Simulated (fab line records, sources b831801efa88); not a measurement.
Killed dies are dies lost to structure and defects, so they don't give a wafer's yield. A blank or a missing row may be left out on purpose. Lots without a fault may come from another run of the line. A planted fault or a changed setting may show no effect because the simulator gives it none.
Which tool did it? | flow sky130 | 24 lots, 72 wafers sampled, at 2 steps of a route of 708

WHAT THE GAUGES READ, wafer by wafer
SKY_LDD_HVN_OVL_MEAS_07. Usual: LDD_HVN_OVL 0.9 nm, standard deviation 1.2.
lot  | measured     | on         | LDD_HVN_OVL (nm) | flag
L075 | day 20 18:29 | overlay-02 | -1.0 1.6 -0.3    |
L074 | day 20 21:17 | overlay-02 | 0.6 1.0 -0.1     |
L076 | day 21 02:17 | overlay-01 | 2.1 0.0 3.1      |
L077 | day 21 05:57 | overlay-02 | 1.4 1.8 2.2      |
L078 | day 21 11:26 | overlay-01 | 0.4 -0.2 -0.8    |
L079 | day 21 23:53 | overlay-01 | 0.6 1.8 0.8      |
L080 | day 22 13:07 | overlay-02 | -1.8 -1.0 0.2    |
L081 | day 23 03:20 | overlay-01 | 0.4 2.5 0.1      |
L082 | day 23 15:55 | overlay-01 | 1.1 -0.6 0.7     |
L084 | day 24 06:32 | overlay-01 | -1.0 -0.5 -0.2   |
L083 | day 24 08:02 | overlay-01 | 1.8 1.6 2.8      |
L085 | day 24 17:50 | overlay-01 | -0.3 0.3 0.8     |
L086 | day 24 23:44 | overlay-02 | 0.3 0.1 -0.1     |
L087 | day 25 12:45 | overlay-01 | 1.0 -0.1 0.5     |
L088 | day 25 16:44 | overlay-01 | 3.9 2.8 2.5      |
L089 | day 25 19:26 | overlay-02 | 1.7 1.6 0.5      |
L090 | day 26 05:26 | overlay-01 | 2.2 1.4 -0.7     |
L091 | day 26 11:37 | overlay-01 | 2.5 1.2 2.7      |
L092 | day 26 19:56 | overlay-01 | 1.5 2.3 2.4      |
L093 | day 27 08:14 | overlay-02 | -0.2 1.0 1.8     |
L094 | day 27 09:48 | overlay-02 | 2.8 2.3 3.1      |
L095 | day 27 13:08 | overlay-02 | 0.8 1.0 0.2      |
L096 | day 28 05:16 | overlay-01 | 0.1 -1.0 0.0     |
L097 | day 28 11:01 | overlay-01 | 0.9 0.2 1.7      |

WHICH TOOL RAN EACH LOT (tool, then ch and the chambers of the sampled wafers, then the start)
lot  | SKY_SONOS_ONO_ETCH_15
L075 | rie_diel-03 ch 0,2, day 13 03:34
L074 | rie_diel-03 ch 0,2,3, day 13 04:20
L076 | rie_diel-01 ch 0,1,2, day 13 09:31
L077 | rie_diel-02 ch 2,3, day 13 09:36
L078 | rie_diel-02 ch 0,3, day 13 17:09
L079 | rie_diel-03 ch 0,2,3, day 14 03:43
L080 | rie_diel-03 ch 0,1,3, day 14 17:24
L081 | rie_diel-02 ch 0,2,3, day 15 03:14
L082 | rie_diel-01 ch 1,2,3, day 15 17:18
L084 | rie_diel-01 ch 1,3, day 16 05:01
L083 | rie_diel-02 ch 0,3, day 16 05:05
L085 | rie_diel-03 ch 0,1,2, day 16 17:02
L086 | rie_diel-02 ch 0,2, day 17 00:40
L087 | rie_diel-01 ch 1,2, day 17 10:16
L088 | rie_diel-01 ch 1,2,3, day 17 15:23
L089 | rie_diel-02 ch 1,2,3, day 17 15:51
L090 | rie_diel-03 ch 2,3, day 18 03:57
L091 | rie_diel-03 ch 2,3, day 18 07:40
L092 | rie_diel-01 ch 0,1,2, day 18 18:59
L093 | rie_diel-02 ch 0,1,2, day 19 05:36
L094 | rie_diel-02 ch 0,1,2, day 19 11:13
L095 | rie_diel-01 ch 0,1,2, day 19 13:00
L096 | rie_diel-03 ch 0,1,2, day 20 07:20
L097 | rie_diel-02 ch 0,1,2, day 20 11:42
- SKY_SONOS_ONO_ETCH_15: etches the open film in CHF3/O2, target depth 19.52 nm, time 7.8 s.

WHAT THE TOOLS THEMSELVES READ (means of the sampled wafers that have a number; where no wafer has one, the mark that the record gives instead)
SKY_SONOS_ONO_ETCH_15. Usual: drypump_motor_current_A 5.7 A, standard deviation 0.48; oes_product_au 0.999 a.u., standard deviation 0.0087; rf_fwd_power_W 589 W, standard deviation 3; throttle_valve_pct 8.826 %, standard deviation 0.0092.
lot  | tool        | drypump_motor_current_A (A) | oes_product_au (a.u.) | rf_fwd_power_W (W) | throttle_valve_pct (%) | flag
L075 | rie_diel-03 | 5.3                         | 1.012                 | 590                | 8.827                  |
L074 | rie_diel-03 | 5.3                         | 1.004                 | 589                | 8.826                  |
L076 | rie_diel-01 | 5.6                         | 0.994                 | 588                | 8.829                  |
L077 | rie_diel-02 | 6.0                         | 1.007                 | 586                | 8.830                  |
L078 | rie_diel-02 | 5.9                         | 1.006                 | 589                | 8.828                  |
L079 | rie_diel-03 | 5.3                         | 1.004                 | 590                | 8.835                  |
L080 | rie_diel-03 | 5.5                         | 0.994                 | 590                | 8.822                  |
L081 | rie_diel-02 | 5.9                         | 1.002                 | 589                | 8.830                  |
L082 | rie_diel-01 | 5.7                         | 0.991                 | 589                | 8.819                  |
L084 | rie_diel-01 | 6.3                         | 0.994                 | 588                | 8.826                  |
L083 | rie_diel-02 | 5.9                         | 0.997                 | 591                | 8.821                  |
L085 | rie_diel-03 | 5.5                         | 1.001                 | 588                | 8.823                  |
L086 | rie_diel-02 | 5.9                         | 0.997                 | 589                | 8.826                  |
L087 | rie_diel-01 | 5.3                         | 0.996                 | 584                | 8.821                  |
L088 | rie_diel-01 | 5.7                         | 0.999                 | 588                | 8.821                  |
L089 | rie_diel-02 | 6.1                         | 1.003                 | 585                | 8.819                  |
L090 | rie_diel-03 | 5.1                         | 1.007                 | 588                | 8.820                  |
L091 | rie_diel-03 | 5.1                         | 1.004                 | 592                | 8.825                  |
L092 | rie_diel-01 | 5.6                         | 0.998                 | 586                | 8.823                  |
L093 | rie_diel-02 | 6.0                         | 0.994                 | 589                | 8.825                  |
L094 | rie_diel-02 | 6.0                         | 0.997                 | 587                | 8.830                  |
L095 | rie_diel-01 | 5.6                         | 0.993                 | 587                | 8.832                  |
L096 | rie_diel-03 | 5.5                         | 1.004                 | 589                | 8.836                  |
L097 | rie_diel-02 | 6.0                         | 0.999                 | 589                | 8.831                  |

THE ANSWER, worked out from the rows above alone
Rule: a lot is off if the mean of its wafers that have a number lies more than 3 standard deviations from the usual mean. A lot without any number at a reading at which 4 lots or more have one is off too. The other lots that the step has rows for count as sound. The gauges are gone through in route order, then the tools' own readings, and for those a lot's mean is taken as printed above. The first step at which some lot is off is used, and at that step the reading that is off furthest; a lot without a number counts as furthest.
No lot is off at any reading shown: from this, nothing can be told.

WHAT THE SIMULATOR HAD PUT IN
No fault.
